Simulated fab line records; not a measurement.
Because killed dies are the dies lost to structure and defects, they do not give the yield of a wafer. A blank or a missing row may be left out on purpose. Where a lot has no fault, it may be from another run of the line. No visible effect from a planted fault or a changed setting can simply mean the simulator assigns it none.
Tool commonality check || flow sfq line || Sampled: 12 lots, 36 wafers

== THE REASON FOR OPENING IT ==
Of 12 lots, 3 have the reading R5_MONX_THK flagged at SFQ_R5_THK_MEAS_934. No-fault wafers: 40.7 nm, standard deviation 0.41.
Rule: a lot gets a flag if all its wafers with a number sit over 4 standard deviations from that mean, or if no wafer of it has a number. All remaining lots are regarded as sound.

{"lot": "L838", "measured": "day 50 03:55", "on": "film metro-04", "R5_MONX_THK (nm), wafer by wafer": "41.4 40.6 40.4", "flag": ""}
{"lot": "L839", "measured": "day 50 10:51", "on": "film metro-03", "R5_MONX_THK (nm), wafer by wafer": "41.1 41.2 41.1", "flag": ""}
{"lot": "L840", "measured": "day 50 13:44", "on": "film metro-03", "R5_MONX_THK (nm), wafer by wafer": "40.0 41.0 40.1", "flag": ""}
{"lot": "L841", "measured": "day 50 15:32", "on": "film metro-03", "R5_MONX_THK (nm), wafer by wafer": "40.6 41.0 40.9", "flag": ""}
{"lot": "L842", "measured": "day 50 19:11", "on": "film metro-03", "R5_MONX_THK (nm), wafer by wafer": "41.2 41.4 41.2", "flag": ""}
{"lot": "L843", "measured": "day 51 05:15", "on": "film metro-03", "R5_MONX_THK (nm), wafer by wafer": "40.6 41.0 40.6", "flag": ""}
{"lot": "L844", "measured": "day 58 02:41", "on": "film metro-03", "R5_MONX_THK (nm), wafer by wafer": "40.5 40.1 41.2", "flag": ""}
{"lot": "L845", "measured": "day 58 03:52", "on": "film metro-02", "R5_MONX_THK (nm), wafer by wafer": "40.7 41.1 41.2", "flag": ""}
{"lot": "L846", "measured": "day 64 00:12", "on": "film metro-04", "R5_MONX_THK (nm), wafer by wafer": "40.5 40.3 41.2", "flag": ""}
{"lot": "L854", "measured": "day 64 22:30", "on": "film metro-03", "R5_MONX_THK (nm), wafer by wafer": "43.6 43.2 43.3", "flag": "FLAGGED"}
{"lot": "L857", "measured": "day 65 21:12", "on": "film metro-03", "R5_MONX_THK (nm), wafer by wafer": "42.9 43.5 43.6", "flag": "FLAGGED"}
{"lot": "L858", "measured": "day 66 00:13", "on": "film metro-03", "R5_MONX_THK (nm), wafer by wafer": "43.9 43.9 43.2", "flag": "FLAGGED"}
The mean of the flagged lots' numbers is 43.5 nm, +2.8 nm from the usual (+7 standard deviations).

== TOOL THAT RAN EACH LOT ==
The record keeps 1 process step preceding the reading, out of 325 steps on the route. Read each cell as the tool, then ch plus the chambers that the sampled wafers visited, then the start.
{"lot": "L838", "flag": "", "SFQ_TRILAYER_JJ_TRILAYER_DEP_SPUTTER_110": "pvd sputter-03, day 43 23:08"}
{"lot": "L839", "flag": "", "SFQ_TRILAYER_JJ_TRILAYER_DEP_SPUTTER_110": "pvd sputter-05, day 44 14:37"}
{"lot": "L840", "flag": "", "SFQ_TRILAYER_JJ_TRILAYER_DEP_SPUTTER_110": "pvd sputter-03, day 44 16:08"}
{"lot": "L841", "flag": "", "SFQ_TRILAYER_JJ_TRILAYER_DEP_SPUTTER_110": "pvd sputter-06, day 44 18:28"}
{"lot": "L842", "flag": "", "SFQ_TRILAYER_JJ_TRILAYER_DEP_SPUTTER_110": "pvd sputter-03, day 44 19:07"}
{"lot": "L843", "flag": "", "SFQ_TRILAYER_JJ_TRILAYER_DEP_SPUTTER_110": "pvd sputter-06, day 44 22:43"}
{"lot": "L844", "flag": "", "SFQ_TRILAYER_JJ_TRILAYER_DEP_SPUTTER_110": "pvd sputter-06, day 51 23:59"}
{"lot": "L845", "flag": "", "SFQ_TRILAYER_JJ_TRILAYER_DEP_SPUTTER_110": "pvd sputter-05, day 52 02:22"}
{"lot": "L846", "flag": "", "SFQ_TRILAYER_JJ_TRILAYER_DEP_SPUTTER_110": "pvd sputter-03, day 52 06:31"}
{"lot": "L854", "flag": "FLAGGED", "SFQ_TRILAYER_JJ_TRILAYER_DEP_SPUTTER_110": "pvd sputter-03, day 53 17:53"}
{"lot": "L857", "flag": "FLAGGED", "SFQ_TRILAYER_JJ_TRILAYER_DEP_SPUTTER_110": "pvd sputter-06, day 60 12:49"}
{"lot": "L858", "flag": "FLAGGED", "SFQ_TRILAYER_JJ_TRILAYER_DEP_SPUTTER_110": "pvd sputter-03, day 60 16:25"}
What is done by these steps:
- SFQ_TRILAYER_JJ_TRILAYER_DEP_SPUTTER_110: material Al, target thk 8 nm, time 10 s.
- SFQ_R5_THK_MEAS_934: measures by xrf.

== FLAGGED AGAINST TOTAL, ONE TOOL AT A TIME (gauges that did the reading follow at the end) ==
{"step": "SFQ_TRILAYER_JJ_TRILAYER_DEP_SPUTTER_110", "tool": "pvd sputter-03", "lots run": 6, "flagged": 2, "share of the flagged lots": "some", "sound lots run after its first flagged lot": 0}
{"step": "SFQ_TRILAYER_JJ_TRILAYER_DEP_SPUTTER_110", "tool": "pvd sputter-05", "lots run": 2, "flagged": 0, "share of the flagged lots": "none", "sound lots run after its first flagged lot": "-"}
{"step": "SFQ_TRILAYER_JJ_TRILAYER_DEP_SPUTTER_110", "tool": "pvd sputter-06", "lots run": 4, "flagged": 1, "share of the flagged lots": "some", "sound lots run after its first flagged lot": 0}
{"step": "SFQ_R5_THK_MEAS_934", "tool": "film metro-02", "lots run": 1, "flagged": 0, "share of the flagged lots": "none", "sound lots run after its first flagged lot": "-"}
{"step": "SFQ_R5_THK_MEAS_934", "tool": "film metro-03", "lots run": 9, "flagged": 3, "share of the flagged lots": "all", "sound lots run after its first flagged lot": 0}
{"step": "SFQ_R5_THK_MEAS_934", "tool": "film metro-04", "lots run": 2, "flagged": 0, "share of the flagged lots": "none", "sound lots run after its first flagged lot": "-"}

== THE TABLE: WHAT IT ALLOWS ==
1 row of the table ran every flagged lot: film metro-03 at SFQ_R5_THK_MEAS_934.
- film metro-03 at SFQ_R5_THK_MEAS_934: 3 of its 9 lots flagged. It ran its last sound lot, L844, at day 58 02:41 and its first flagged lot, L854, at day 64 22:30: a fault with its onset between the two fits.
film metro-03 at SFQ_R5_THK_MEAS_934 is the single tool remaining.

== WHAT WAS PUT IN BY THE SIMULATOR ==
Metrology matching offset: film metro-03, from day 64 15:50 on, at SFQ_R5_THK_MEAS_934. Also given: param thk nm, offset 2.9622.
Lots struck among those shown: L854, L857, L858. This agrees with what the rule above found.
